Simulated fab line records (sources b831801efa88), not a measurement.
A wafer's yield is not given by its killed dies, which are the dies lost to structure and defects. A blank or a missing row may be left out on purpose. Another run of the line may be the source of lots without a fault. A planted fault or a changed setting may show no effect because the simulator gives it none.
The same fault as seen by 2 desks :: flow sky130 :: each desk holds nothing but its own numbers, with what lay behind them at the end

## AT THE TOOL OWNER'S DESK: implanter-04
SKY_VT_ADJUST_LVTN_IMPLANT_19, tool's own readings: per-lot mean of the sampled wafers with a number, covering each lot this tool ran. Any lot whose mean is over 4 standard deviations away from the usual mean is out of limits and marked OUT; that distance is given in the brackets.
Columns: A = beam_energy_keV at SKY_VT_ADJUST_LVTN_IMPLANT_19, usual 29.999
lot: L452
first seen here: day 8 13:15
A: 30.001

lot: L453
first seen here: day 8 19:48
A: 30.004

lot: L460
first seen here: day 10 16:28
A: 28.570 (-99 or more) OUT

lot: L464
first seen here: day 12 00:53
A: 28.560 (-99 or more) OUT

lot: L472
first seen here: day 14 08:12
A: 29.997
This desk's verdict: out of limits on L460, L464, starting with L460 at day 10 16:28 (beam_energy_keV at SKY_VT_ADJUST_LVTN_IMPLANT_19). Within limits: L452, L453, L472.

## METROLOGY DESK
What the gauges read for every lot (on any tool): the sampled wafers with a number, averaged. Any lot whose mean is over 4 standard deviations away from the usual mean is out of limits and marked OUT; that distance is given in the brackets.
Columns: A = RES_XHIGH_RS at SKY_SD_N_RS_MEAS_18, usual 333.6 ohm/sq
lot: L451
first seen here: day 28 09:24
A: 335.2

lot: L452
first seen here: day 28 18:50
A: 334.1

lot: L453
first seen here: day 29 04:46
A: 334.1

lot: L458
first seen here: day 31 05:23
A: 331.6

lot: L459
first seen here: day 31 11:27
A: 333.9

lot: L460
first seen here: day 31 15:20
A: 335.1

lot: L461
first seen here: day 32 03:25
A: 335.8

lot: L464
first seen here: day 33 05:01
A: 333.3

lot: L467
first seen here: day 33 18:57
A: 333.1

lot: L469
first seen here: day 34 15:19
A: 334.4

lot: L468
first seen here: day 34 18:32
A: 334.8

lot: L472
first seen here: day 35 07:52
A: 332.6
This desk's verdict: no lot among the 12 shows anything out of limits.

## TAKEN TOGETHER
The tool owner's desk had the chance to raise an alarm at day 10 16:28 on L460, L464.
Nothing out of limits was seen by the metrology desk.
The metrology desk holds a record of L460, L464, inside its limits.
On implanter-04, each named lot ran SKY_VT_ADJUST_LVTN_IMPLANT_19.

## WHAT THE SIMULATOR HAD PUT IN
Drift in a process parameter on implanter-04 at SKY_VT_ADJUST_LVTN_IMPLANT_19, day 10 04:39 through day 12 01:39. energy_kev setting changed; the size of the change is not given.
Lots struck among those shown: L460, L464.
How many hours passed from the start of the fault until each desk's first out-of-limits reading: the tool owner's desk, 12.
